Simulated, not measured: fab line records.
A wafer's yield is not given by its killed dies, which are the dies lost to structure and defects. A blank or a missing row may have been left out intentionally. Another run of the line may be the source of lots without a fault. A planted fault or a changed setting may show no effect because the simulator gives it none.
Chamber matching || flow sky130 || pecvd-01 running SKY_PASSIVATION_CVD_00: 3 sister chambers
The step deposits SiO2, target thk 90 nm. 6 wafers are shown with their chamber, then 7 later ones without.

## WAFERS, EACH WITH ITS CHAMBER
{"wafer": "L862.5", "chamber": 0, "heater power w (W)": 813}
{"wafer": "L864.2", "chamber": 2, "heater power w (W)": 691}
{"wafer": "L864.4", "chamber": 2, "heater power w (W)": 702}
{"wafer": "L864.5", "chamber": 1, "heater power w (W)": 763}
{"wafer": "L868.1", "chamber": 0, "heater power w (W)": 830}
{"wafer": "L868.3", "chamber": 1, "heater power w (W)": 707}

## WAFERS WHOSE CHAMBER IS MISSING
{"wafer": "L868.5", "heater power w (W)": 821}
{"wafer": "L877.2", "heater power w (W)": 827}
{"wafer": "L877.3", "heater power w (W)": 706}
{"wafer": "L877.5", "heater power w (W)": 815}
{"wafer": "L879.1", "heater power w (W)": 631}
{"wafer": "L879.4", "heater power w (W)": 739}
{"wafer": "L879.5", "heater power w (W)": 795}

## WHICH CHAMBER EACH WENT THROUGH
{"wafer": "L868.5", "from the rows above": 0, "in truth": 0}
{"wafer": "L877.2", "from the rows above": 0, "in truth": 0}
{"wafer": "L877.3", "from the rows above": "can't be placed: 2 or 1", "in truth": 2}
{"wafer": "L877.5", "from the rows above": 0, "in truth": 0}
{"wafer": "L879.1", "from the rows above": "can't be placed: 2 or 1", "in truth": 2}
{"wafer": "L879.4", "from the rows above": "can't be placed: 1 or 2", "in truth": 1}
{"wafer": "L879.5", "from the rows above": "can't be placed: 0 or 1", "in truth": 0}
3 of 7 placed correctly. From these rows, 4 cannot be placed; in 4 the true chamber is one of the candidates. 0 placed wrongly.
How it was worked out, from the rows above alone: a wafer's distance from a chamber is the root of the sum, over the readings, of the square of ((its reading less the chamber's mean) divided by the reading's scatter). If the next closest chamber is less than 2 further off than the closest, the wafer can't be placed; otherwise it belongs to the closest. The mean given for a chamber averages the wafers shown for that chamber. How the scatter is found: for the shown wafers, subtract from each reading the mean of its chamber, square and add these, divide the total by (wafers less chambers), then take the root.
